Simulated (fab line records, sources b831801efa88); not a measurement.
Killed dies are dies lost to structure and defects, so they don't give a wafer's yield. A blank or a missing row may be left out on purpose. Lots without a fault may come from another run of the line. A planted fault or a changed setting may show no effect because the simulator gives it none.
Problem report in the 8D (eight disciplines) form, filled by code | flow gf180mcu | the parts of the form that need people (team, actions taken, sign-off) are left out

1. THE PROBLEM
SALICIDE_TIN_THK at GF_SALICIDE_THK_MEAS_05 reads a mean of 21.03 nm on 6 wafers of 2 lots; wafers without a fault read 19.72 nm with a standard deviation of 0.25. That is +5.2 standard deviations from the usual mean.
The step: measures by xrf.
First seen on wafer L720.3, day 22 18:20, on film_metro-03. The record holds 39 wafers of 13 lots with a number at this step. Rule for "out", or "out of limits": more than 4 standard deviations from the usual mean. The other wafers with a number count as sound.

2. WHAT IT IS AND WHAT IT IS NOT
question                    | is                           | is not
which readings at this step | SALICIDE_TIN_THK             | -
which lots                  | L720, L721                   | L699, L700, L703, L706, L707, L708, L709, L710, L712, L713, L722
which wafers of those lots  | all that have a number       | -
read on which gauges        | film_metro-03, film_metro-04 | film_metro-01
when                        | from day 22 18:20            | up to then (30 sound wafers); but 3 sound wafers of L722 came after

3. SUSPECTS, AND WHAT RULES EACH OUT
Counting: a tool at a process step up to the reading stays a suspect if it ran every lot that is out and no sound lot after the first of them.
- the gauge at GF_SALICIDE_THK_MEAS_05: ruled out. The wafers that are out were read on 2 gauges (film_metro-03, film_metro-04).
- pvd_sputter-03 at GF_SALICIDE_SPUTTER_03 (material TiN, target thk 20 nm, time 16.7 s): kept. It ran every lot that is out, first L720 (day 22 18:10), and no sound lot after that; its last sound lot up to then is L710 (day 19 22:46). Its own readings are out on those wafers: chamber_pressure_pa, throttle_valve_pct.
Left after counting: pvd_sputter-03 at GF_SALICIDE_SPUTTER_03.

4. THE CAUSE (what the simulator had put in)
Process parameter drift: pvd_sputter-03, from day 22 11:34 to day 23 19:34, at GF_SALICIDE_SPUTTER_03. Setting chamber_pressure_pa, moved by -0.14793, from 0.4. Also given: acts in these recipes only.
Counting left only this tool.

5. THE CHAIN OF EFFECTS, in route order
Each row: a reading whose mean over the struck wafers that have a number lies more than 3 standard deviations from the usual. Only readings for which the record gives a usual standard deviation are gone through. hours: the time from each lot's start at the first step in this table that gives one to its start at this step, as a median over the lots. sigmas: the change in usual standard deviations.
hours | step                    | reading             | usual     | on struck wafers | change  | sigmas
0     | GF_SALICIDE_SPUTTER_03  | chamber_pressure_pa | 0.4001 Pa | 0.2518           | -0.1483 | -99 or more
0     | GF_SALICIDE_SPUTTER_03  | throttle_valve_pct  | 30.4 %    | 38.3             | +7.9    | +8.1
0     | GF_SALICIDE_THK_MEAS_05 | SALICIDE_TIN_THK    | 19.72 nm  | 21.03            | +1.31   | +5.2
The process steps in it:
- GF_SALICIDE_SPUTTER_03: material TiN, target thk 20 nm, time 16.7 s.
Later measuring or inspecting steps at which every struck wafer that the step has a row for has a number for every such reading, and none has moved that far: GF_CONTACT_THK_MEAS_03, GF_V1_BOW_MEAS_05.

6. WHAT WOULD HAVE CAUGHT IT SOONER
In this record the first reading out of limits at a measuring or inspecting step was taken at day 22 18:20, 7 hours after the fault began at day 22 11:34.
The tool's own readings at GF_SALICIDE_SPUTTER_03 were out on every struck wafer that the step has a row for (chamber_pressure_pa, throttle_valve_pct): an alarm limit on them would have fired on the first of those.
Of the lots that are out (2), L721 began GF_SALICIDE_SPUTTER_03 on pvd_sputter-03 after day 22 18:20. A hold on the tool at that time would have spared it.
